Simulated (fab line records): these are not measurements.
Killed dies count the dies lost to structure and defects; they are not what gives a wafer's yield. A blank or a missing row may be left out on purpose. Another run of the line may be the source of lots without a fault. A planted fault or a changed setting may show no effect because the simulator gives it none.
Problem report in the 8D (eight disciplines) form, filled by code / flow sky130 / the parts of the form that need people (team, actions taken, sign-off) are left out

1. WHAT WENT WRONG
SKY_RES_XHIGH_SOFTBAKE_03, run_length_s: mean 95.33 s on 2 wafers (1 lot); fault-free wafers 89.00 s, standard deviation 0.17. Measured from the usual mean, that is +37 standard deviations.
The step: time 60 s.
The first sign was on wafer L196.1 at day 32 02:10, on litho_track-02. At this step, 39 wafers from 13 lots have a number in the record. Rule for "out" (also "out of limits"): further than 4 standard deviations from the usual mean. All remaining wafers that have a number are taken as sound.

2. WHAT IT IS, WHAT IT ISN'T
question=which readings at this step | is=run_length_s | is not=-
question=which lots | is=L196 | is not=L181, L182, L183, L185, L186, L188, L190, L198, L199, L201, L202, L203
question=which wafers of those lots | is=L196.1, L196.3 | is not=L196.4
question=read on which tools | is=litho_track-02 | is not=litho_track-03, litho_track-04
question=when | is=from day 32 02:10 | is not=up to then (22 sound wafers); but 15 sound wafers of L198, L199, L201, L202, L203 came after

3. WHAT RULES OUT EACH SUSPECT
Counting: a tool at a process step up to the reading stays a suspect if it ran every lot that is out. Sound lots after the first of them don't rule it out here, since some wafers of a struck lot are sound.
- litho_track-02 at SKY_RES_XHIGH_SOFTBAKE_03 (time 60 s): kept. The lot that is out, L196, ran on it at day 32 02:10; the last sound lot it ran before that was L186, at day 28 03:31. On those wafers its own readings are out: run_length_s.
The count leaves litho_track-02 at SKY_RES_XHIGH_SOFTBAKE_03.

4. THE CAUSE (what the simulator had put in)
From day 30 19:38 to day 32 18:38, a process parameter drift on litho_track-02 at SKY_RES_XHIGH_SOFTBAKE_03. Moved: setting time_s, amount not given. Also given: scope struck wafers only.
The count eliminated every tool but this one.

5. THE CHAIN OF EFFECTS, in route order
Rows list readings where the struck wafers' mean (over those with a number) sits beyond 3 standard deviations from the usual. Scope: only readings with a usual standard deviation given in the record; hours: median across lots of the time from each lot's start at the first step in this table that gives one to its start at this step; sigmas: change in usual standard deviations.
hours=0; step=SKY_RES_XHIGH_SOFTBAKE_03; reading=run_length_s; usual=89.00 s; on struck wafers=95.33; change=+6.33; sigmas=+37
Here are the process steps it includes:
- SKY_RES_XHIGH_SOFTBAKE_03: time 60 s.

6. WHAT WOULD HAVE CAUGHT IT SOONER
First out-of-limits reading in this record: day 32 02:10, which is 31 hours after fault onset at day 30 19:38.
